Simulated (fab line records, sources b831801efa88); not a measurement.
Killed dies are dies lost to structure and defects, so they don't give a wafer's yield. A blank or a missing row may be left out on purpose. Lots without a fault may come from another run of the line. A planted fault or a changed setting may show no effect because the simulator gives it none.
Which tool did it? | flow sky130 | 11 lots, 33 wafers sampled, at 6 steps of a route of 708

WHAT THE GAUGES READ, wafer by wafer
SKY_SPACER_THK_MEAS_01.
lot  | measured     | on            | SPACER_CVD_00_THK (nm)
L583 | day 22 20:26 | film_metro-03 | 43.6 43.8 43.2
L587 | day 23 23:50 | film_metro-03 | 43.1 42.6 43.3
L586 | day 24 01:02 | film_metro-02 | 43.7 43.2 43.6
L588 | day 24 15:58 | film_metro-01 | 43.1 42.8 42.7
L589 | day 25 04:39 | film_metro-03 | 43.3 43.9 43.5
L592 | day 26 04:08 | film_metro-03 | 43.2 43.1 43.1
L595 | day 27 05:21 | film_metro-02 | 25.7 25.6 25.5 25.7 25.6 25.5
L596 | day 27 12:35 | film_metro-03 | 25.9 26.8 26.4 25.9 26.8 26.5
L597 | day 28 02:58 | film_metro-01 | 26.9 27.3 27.2 26.9 27.3 27.1
L605 | day 30 11:46 | film_metro-03 | 43.1 43.2 43.2
L606 | day 30 14:58 | film_metro-03 | 43.7 43.3 43.5

SKY_SD_N_OVL_MEAS_08.
lot  | measured     | on         | SD_N_OVL (nm)
L583 | day 27 17:37 | overlay-01 | 2.1 0.4 3.6
L587 | day 28 20:50 | overlay-01 | 2.3 0.5 2.7
L586 | day 28 21:58 | overlay-02 | -0.1 0.8 0.4
L588 | day 29 10:34 | overlay-01 | 0.2 0.8 0.4
L589 | day 29 23:52 | overlay-01 | 0.7 2.8 3.2
L592 | day 30 20:55 | overlay-01 | -0.8 -0.6 -0.8
L595 | day 31 19:23 | overlay-01 | 1.5 2.3 -1.7
L596 | day 32 04:47 | overlay-02 | 1.9 0.7 1.5
L597 | day 32 18:38 | overlay-02 | 0.7 1.4 1.9
L605 | day 34 23:07 | overlay-01 | -1.9 -0.3 0.6
L606 | day 35 01:46 | overlay-01 | 0.3 3.1 -0.2

SKY_CONTACT_THK_MEAS_01.
lot  | measured     | on            | CONTACT_CVD_00_THK (nm)
L583 | day 30 05:22 | film_metro-02 | 75.4 76.4 77.1
L587 | day 31 09:03 | film_metro-02 | 73.5 74.6 74.8
L586 | day 31 09:42 | film_metro-04 | 74.1 75.7 75.1
L588 | day 31 21:05 | film_metro-03 | 73.8 74.6 75.6
L589 | day 32 09:04 | film_metro-04 | 76.7 76.5 76.6
L592 | day 33 07:19 | film_metro-02 | 75.1 74.7 75.5
L595 | day 34 04:52 | film_metro-03 | 74.4 75.1 75.7
L596 | day 34 13:56 | film_metro-03 | 75.5 77.5 76.0
L597 | day 35 02:44 | film_metro-02 | 74.4 76.3 75.8
L605 | day 37 08:04 | film_metro-02 | 76.1 76.4 76.2
L606 | day 37 10:14 | film_metro-04 | 74.3 74.3 74.9

WHICH TOOL RAN EACH LOT (tool, then ch and the chambers of the sampled wafers, then the start)
lot  | SKY_SPACER_CVD_00           | SKY_SPACER_ETCHBACK_02             | SKY_LI_CONTACT_CMP_24
L583 | lpcvd-02 ch 0, day 22 19:14 | rie_diel-03 ch 1,2, day 22 20:30   | cmp-02 ch 2,3, day 29 00:45
L587 | lpcvd-02 ch 0, day 23 22:37 | rie_diel-04 ch 0,1, day 23 23:53   | cmp-02 ch 0,1,3, day 30 03:19
L586 | lpcvd-02 ch 0, day 23 23:50 | rie_diel-03 ch 2,3, day 24 01:05   | cmp-01 ch 0,1,3, day 30 04:50
L588 | lpcvd-02 ch 0, day 24 14:46 | rie_diel-04 ch 0,1,2, day 24 16:01 | cmp-01 ch 1,2, day 30 16:20
L589 | lpcvd-02 ch 0, day 25 03:26 | rie_diel-02 ch 0,1,3, day 25 04:43 | cmp-02 ch 0,2,3, day 31 05:25
L592 | lpcvd-02 ch 0, day 26 02:56 | rie_diel-03 ch 1,2, day 26 04:12   | cmp-02 ch 0,2,3, day 32 02:08
L595 | lpcvd-02 ch 1, day 27 04:08 | rie_diel-03 ch 0,2,3, day 27 07:08 | cmp-01 ch 0,1,3, day 33 01:27
L596 | lpcvd-02 ch 1, day 27 11:23 | rie_diel-02 ch 1,2, day 27 16:33   | cmp-02 ch 0,3, day 33 10:04
L597 | lpcvd-02 ch 0, day 28 01:46 | rie_diel-02 ch 0,3, day 28 05:43   | cmp-02 ch 0,1,2, day 33 22:49
L605 | lpcvd-02 ch 0, day 30 10:32 | rie_diel-04 ch 0,1,3, day 30 11:48 | cmp-02 ch 2,3, day 36 04:08
L606 | lpcvd-02 ch 1, day 30 13:46 | rie_diel-03 ch 0,1,2, day 30 15:01 | cmp-01 ch 1,2,3, day 36 06:49
- SKY_SPACER_CVD_00: deposits Si3N4 from DCS/NH3, target thk 43.1 nm, time 740 s.
- SKY_SPACER_ETCHBACK_02: etches Si3N4 in CH3F/O2, stops on SiO2, time 46.7 s, target depth 45 nm.
- SKY_LI_CONTACT_CMP_24: polishes, stops on PSG, t overpolish 20 s, target thk 0 nm.

WHAT THE TOOLS THEMSELVES READ (means of the sampled wafers that have a number; where no wafer has one, the mark that the record gives instead)
SKY_SPACER_ETCHBACK_02.
lot  | tool        | ch3f_flow_sccm (sccm) | drypump_motor_current_A (A) | oes_product_au (a.u.) | throttle_valve_pct (%)
L583 | rie_diel-03 | 40.08                 | 5.9                         | 0.857                 | 10.556
L587 | rie_diel-04 | 40.13                 | 6.2                         | 0.852                 | 10.565
L586 | rie_diel-03 | 39.98                 | 5.7                         | 0.861                 | 10.563
L588 | rie_diel-04 | 40.01                 | 5.9                         | 0.851                 | 10.563
L589 | rie_diel-02 | 39.99                 | 6.1                         | 0.855                 | 10.570
L592 | rie_diel-03 | 40.09                 | 5.7                         | 0.853                 | 10.556
L595 | rie_diel-03 | 40.08                 | 5.4                         | 0.657                 | 10.532
L596 | rie_diel-02 | 40.02                 | 6.4                         | 0.668                 | 10.527
L597 | rie_diel-02 | 39.96                 | 6.2                         | 0.678                 | 10.553
L605 | rie_diel-04 | 40.02                 | 6.1                         | 0.857                 | 10.556
L606 | rie_diel-03 | 40.25                 | 5.6                         | 0.861                 | 10.555

SKY_LI_CONTACT_CMP_24.
lot  | tool   | motor_current_A (A) | overpolish_run_s (s) | platen_rpm (rpm) | slurry_flow_ml_min | time_to_endpoint_s (s)
L583 | cmp-02 | 12.6                | 19.994               | 59.99            | 150.0              | 95
L587 | cmp-02 | 11.9                | 19.992               | 59.98            | 150.0              | 96
L586 | cmp-01 | 10.8                | 19.992               | 60.02            | 150.0              | 99
L588 | cmp-01 | 11.2                | 19.996               | 60.02            | 149.4              | 97
L589 | cmp-02 | 12.5                | 20.003               | 60.04            | 149.6              | 95
L592 | cmp-02 | 12.4                | 20.004               | 60.02            | 150.1              | 94
L595 | cmp-01 | 10.9                | 19.999               | 59.97            | 150.3              | 98
L596 | cmp-02 | 11.7                | 20.002               | 60.01            | 149.6              | 95
L597 | cmp-02 | 12.3                | 19.997               | 60.00            | 149.7              | 97
L605 | cmp-02 | 13.2                | 19.995               | 59.97            | 149.9              | 99
L606 | cmp-01 | 10.8                | 19.999               | 59.99            | 150.3              | 98

THE ANSWER, worked out from the rows above alone
Rule: what is usual is taken from the lots themselves. Put in order of their means at a reading, lots are off if they are a third of the lots or fewer, leave a main group of 4 or more, and stand apart from it by a gap of 3 or more times the standard deviation of the main group's means; of several such gaps the widest counts. A main group whose means are all the same, to the digits that the tables above print for the reading, isn't used. A lot without any number at a reading at which 4 lots or more have one is off too. The other lots that the step has rows for count as sound. The gauges are gone through in route order, then the tools' own readings, and for those a lot's mean is taken as printed above. The first step at which some lot is off is used, and at that step the reading that is off furthest; a lot without a number counts as furthest.
Off: L595, L596, L597, at SKY_SPACER_THK_MEAS_01 (SPACER_CVD_00_THK). The main group: mean 43.3 nm, standard deviation 0.26.
A tool fits if, at a process step before that reading, it ran every lot that is off, and no sound lot after the first of them. The gauges at SKY_SPACER_THK_MEAS_01 aren't tried: what is off there is off at SKY_SPACER_ETCHBACK_02 too, on other tools, and a gauge's error can't cause that. None of those tried fits.

WHAT THE SIMULATOR HAD PUT IN
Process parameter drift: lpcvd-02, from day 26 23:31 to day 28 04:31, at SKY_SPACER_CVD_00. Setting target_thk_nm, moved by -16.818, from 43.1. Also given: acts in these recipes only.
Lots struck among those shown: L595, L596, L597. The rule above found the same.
